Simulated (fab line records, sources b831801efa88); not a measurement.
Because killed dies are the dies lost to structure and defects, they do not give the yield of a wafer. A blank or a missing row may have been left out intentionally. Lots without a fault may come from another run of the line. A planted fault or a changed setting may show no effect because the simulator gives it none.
Chamber matching | flow sky130 | SKY_CONTACT_CMP_04 on cmp-02: 4 sister chambers
The step polishes SiO2. 4 wafers are shown with their chamber, then 7 later ones without.

## WAFERS WITH THEIR CHAMBER
wafer  | chamber | motor-current-A (A)
L690.2 | 3       | 11.8
L697.4 | 0       | 9.2
L711.1 | 2       | 11.2
L711.4 | 1       | 12.4

## WAFERS WITHOUT THEIR CHAMBER
wafer  | motor-current-A (A)
L711.5 | 12.3
L712.3 | 8.8
L712.5 | 9.8
L712.6 | 13.1
L713.1 | 13.3
L713.3 | 12.0
L713.5 | 11.9

## WHICH CHAMBER EACH ONE RAN IN
wafer  | from the rows above          | in truth
L711.5 | can't be placed: 1 or 3 or 2 | 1
L712.3 | 0                            | 0
L712.5 | can't be placed: 0 or 2      | 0
L712.6 | can't be placed: 1 or 3      | 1
L713.1 | can't be placed: 1 or 3      | 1
L713.3 | can't be placed: 3 or 1 or 2 | 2
L713.5 | can't be placed: 3 or 1 or 2 | 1
Correctly placed: 1 of 7. Unplaceable from these rows: 6, with the true chamber sitting among the candidates in 6. Number placed wrongly: 0.
How it was worked out, from the rows above alone: a wafer's distance from a chamber is the root of the sum, over the readings, of the square of ((its reading less the chamber's mean) divided by the reading's scatter). The wafer belongs to the nearest chamber; if the next one is less than 2 further off, it can't be placed. Each chamber's mean is taken over the wafers shown for it. The scatter: with one shown wafer a chamber, the root of the mean of the squares of how far each hidden wafer lies from its nearest shown one.
